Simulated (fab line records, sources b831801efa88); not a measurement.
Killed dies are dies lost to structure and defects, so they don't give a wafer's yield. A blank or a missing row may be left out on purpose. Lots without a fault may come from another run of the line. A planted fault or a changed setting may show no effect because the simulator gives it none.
Split-lot experiment | flow sky130 | 5 lots, 23 wafers read, on a route of 708 steps

THE SPLIT
At SKY_PASSIVATION_COAT_06 (resist thk 3000 nm), the setting spin_rpm was moved away from the recipe's 2000 rpm on 8 of the 23 wafers read, by -6.7% to +3.4%. The other wafers ran this setting at the recipe's value.

FROM THE SPLIT TO THE READING: what the file shows between them, 4 steps
- SKY_PASSIVATION_SOFTBAKE_07
- SKY_PASSIVATION_EXPOSE_08: exposes mask NSM, target cd 3000 nm
- SKY_PASSIVATION_PEB_09
- SKY_PASSIVATION_DEVELOP_10: develop time 60 s

THE READING
coat_of_PASSIVATION_COAT_06.thk_nm (the simulator's own value, which no gauge read), in nm, at SKY_PASSIVATION_ETCH_11 (etches the open film in CF4/O2, stops on AlCu, target depth 725 nm, time 161.1 s). The file gives no usual value for it. The 15 wafers here that ran the recipe average 2522 nm, standard deviation 7.3 nm.

wafer  | tool, chamber at the split | spin_rpm as run, rpm | against the recipe | coat_of_PASSIVATION_COAT_06.thk_nm, nm | against lot-mates on the recipe
L074.1 | litho_track-04, 0          | 2000                 | recipe             | 2514                                   | -
L074.3 | litho_track-04, 0          | 1874                 | -6.3%              | 2601                                   | +85
L074.4 | litho_track-04, 0          | 2000                 | recipe             | 2517                                   | -
L074.5 | litho_track-04, 0          | 2000                 | recipe             | 2517                                   | -
L074.6 | litho_track-04, 0          | 1874                 | -6.3%              | 2620                                   | +104
L075.1 | litho_track-01, 0          | 2000                 | recipe             | 2516                                   | -
L075.3 | litho_track-01, 0          | 1882                 | -5.9%              | 2614                                   | +94
L075.4 | litho_track-01, 0          | 2000                 | recipe             | 2525                                   | -
L075.5 | litho_track-01, 0          | 1882                 | -5.9%              | 2603                                   | +83
L075.6 | litho_track-01, 0          | 2000                 | recipe             | 2518                                   | -
L078.2 | litho_track-03, 0          | 2068                 | +3.4%              | 2480                                   | -44
L078.3 | litho_track-03, 0          | 2068                 | +3.4%              | 2468                                   | -56
L078.4 | litho_track-03, 0          | 2000                 | recipe             | 2517                                   | -
L078.5 | litho_track-03, 0          | 2000                 | recipe             | 2532                                   | -
L078.6 | litho_track-03, 0          | 2000                 | recipe             | 2523                                   | -
L079.1 | litho_track-03, 0          | 2000                 | recipe             | 2517                                   | -
L079.2 | litho_track-03, 0          | 2000                 | recipe             | 2515                                   | -
L079.3 | litho_track-03, 0          | 2000                 | recipe             | 2536                                   | -
L081.2 | litho_track-03, 0          | 2000                 | recipe             | 2534                                   | -
L081.3 | litho_track-03, 0          | 1867                 | -6.7%              | 2639                                   | +109
L081.4 | litho_track-03, 0          | 1867                 | -6.7%              | 2629                                   | +99
L081.5 | litho_track-03, 0          | 2000                 | recipe             | 2526                                   | -
L081.6 | litho_track-03, 0          | 2000                 | recipe             | 2530                                   | -

THE FIT
A straight line over all 23 wafers: coat_of_PASSIVATION_COAT_06.thk_nm changes by -15.1 nm for each +1% of spin_rpm; r = -0.98; the points scatter about the line by 8.5 nm.
The same after taking each lot's own level away (the mean of its wafers on the recipe; 23 wafers): -15.2 nm for each +1%; r = -0.99; scatter 6.4 nm.
On that fit, the largest move of spin_rpm shifts the reading by 1e+02 nm.
The lots' own levels span 2516.0 to 2530.0 nm, that is 1.9 times the standard deviation above.
So the lot-to-lot level changes the slope little: the two slopes agree.
Check: with one of the wafers moved furthest among these (-6.7%) left out of the fit, the line predicts +99.5 nm for it against its lot-mates. It came out at +109 nm against them.

OTHER SPLITS ON THESE WAFERS
These wafers also went through other splits before the reading. Each is held against what the fit with the lots' levels taken away leaves over:
other split on the same wafers     | wafers away from the commonest value | r with coat_of_PASSIVATION_COAT_06.thk_nm (lot level and that fit taken away)
SKY_VIA4_CMP_02 leave_above_ref_nm | 6                                    | +0.03
SKY_VIA4_DEVELOP_10 develop_time_s | 7                                    | +0.11
SKY_VIA4_CVD_18 temp_c             | 8                                    | +0.01
SKY_METAL5_METAL_ETCH_15 icp_w     | 8                                    | +0.10

THE WHOLE CHAIN: every reading that the file lists as answering this split, in the file's order
step                     | what it does                                                                     | reading                                                                             | change (the file's fit)              | r (the file's)
SKY_PASSIVATION_COAT_06  | resist thk 3000 nm                                                               | coat_of_PASSIVATION_COAT_06.thk_nm (the simulator's own value, which no gauge read) | -15.8 nm for each +1% of the setting | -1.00
SKY_PASSIVATION_ETCH_11  | etches the open film in CF4/O2, stops on AlCu, target depth 725 nm, time 161.1 s | coat_of_PASSIVATION_COAT_06.thk_nm (the simulator's own value, which no gauge read) | -15.2 nm for each +1% of the setting | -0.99
SKY_PASSIVATION_STRIP_12 | strips in O2/N2                                                                  | strip_time_to_endpoint_s                                                            | withheld for each +1% of the setting | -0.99

THE FILE'S OWN FIT
coat_of_PASSIVATION_COAT_06.thk_nm changes by -15.2 nm for each +1% of spin_rpm, r = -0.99.
